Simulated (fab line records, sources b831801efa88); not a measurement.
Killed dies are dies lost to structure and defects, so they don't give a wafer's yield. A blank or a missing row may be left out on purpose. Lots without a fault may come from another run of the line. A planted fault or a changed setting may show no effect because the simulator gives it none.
A struck lot beside a sound one | flow sky130 | 16 steps out of a route of 708
Sound: wafers L628.2, L628.3, L628.5. Struck: wafer L632.2. (L632.4, L632.5 of the same lot were not struck and are left out.) The cause comes at the end.
At each step with rows: each side's tool, then ch and its chambers, then its first start. Under that, the readings that differ: sound wafers | struck wafers | difference of the means | sigmas: that difference in standard deviations of wafers without a fault.
alike: readings whose means differ by less than 2 such deviations, and words and numbers that are the same on both sides. not compared: withheld readings, readings that some wafer has no value for, bounds like >300 that may hide the same value, and numbers for which the record gives no deviation and whose values overlap.
The two part at a step that has a row with sigmas, a row that says differs or no value, or rows on one side only. Numbers that don't overlap but have no deviation are shown without sigmas and don't part them. A reading that every wafer of one side lacks parts them only if that side has two wafers or more.

first, 1 step without rows for these wafers: SKY_VT_ADJUST_HVTR_DEVELOP_06 (develop time 60 s).
SKY_VT_ADJUST_HVTR_CD_MEAS_07: target cd 380 nm.
  sound on cd_sem-02, day 10 05:58; struck on cd_sem-02, day 11 09:58
  alike: cd_nm
SKY_VT_ADJUST_HVTR_OVL_MEAS_08:
  sound on overlay-02, day 10 06:04; struck on overlay-02, day 11 10:04
  alike: VT_ADJUST_HVTR_OVL
then, 1 step without rows for these wafers: SKY_VT_ADJUST_HVTR_IMPLANT_09.
SKY_VT_ADJUST_HVTR_STRIP_10: strips in O2/N2.
  sound on plasma_asher-02 ch 0,1, day 10 06:15; struck on plasma_asher-01 ch 0, day 11 10:15
  alike: drypump_motor_current_A, oes_product_au, strip_time_to_endpoint_s
  not compared: rf_hours_counter_h
SKY_VT_ADJUST_HVTR_TW_MEAS_11:
  sound on film_metro-01, day 10 06:22; struck on film_metro-02, day 11 10:22
  alike: VT_ADJUST_HVTR_TW
then, 6 steps without rows for these wafers: SKY_VT_ADJUST_PCH_DEHYDRATE_00 (time 60 s); SKY_VT_ADJUST_PCH_HMDS_01 (prime time 60 s); SKY_VT_ADJUST_PCH_COAT_02 (resist thk 3000 nm); SKY_VT_ADJUST_PCH_SOFTBAKE_03; SKY_VT_ADJUST_PCH_EXPOSE_04 (exposes mask NWM, target cd 840 nm); SKY_VT_ADJUST_PCH_PEB_05.
SKY_VT_ADJUST_PCH_DEVELOP_06: develop time 60 s.
  sound on litho_track-02 ch 0, day 11 05:00; struck on litho_track-04 ch 0, day 12 10:00
SKY_VT_ADJUST_PCH_OVL_MEAS_07:
  sound on overlay-01, day 11 05:22; struck on overlay-01, day 12 10:51
  not compared: VT_ADJUST_PCH_OVL
then, 1 step without rows for these wafers: SKY_VT_ADJUST_PCH_IMPLANT_08.
-- the record jumps here: 36 days lie between the struck wafers' starts before and after (it left off in module VT_ADJUST_PCH and takes up again in module PAD_OPEN, whose first step shown is number 708 of the route) --
SKY_PAD_OPEN_PROBE_99:
  sound on prober-01, day 47 07:04; struck on prober-01, day 48 00:59
  reading             | sound    | struck                   | difference                   | sigmas
  hold                | - - -    | await_dispo/5.1h/release | no value on the sound wafers |
  killed_at_front_end | 20 15 11 | 418                      | +403                         | +99 or more
  killed_dies         | 90 81 80 | 492                      | +408                         | +45
  killed_on_rim       | 16 20 16 | 96                       | +79                          | +21
  alike: killed_at_M0_to_M3, killed_at_M4_up, killed_at_contacts, killed_at_other, killed_open, killed_short

WHERE THEY PART
Only at SKY_PAD_OPEN_PROBE_99, within this record.

WHY: what the simulator had put in
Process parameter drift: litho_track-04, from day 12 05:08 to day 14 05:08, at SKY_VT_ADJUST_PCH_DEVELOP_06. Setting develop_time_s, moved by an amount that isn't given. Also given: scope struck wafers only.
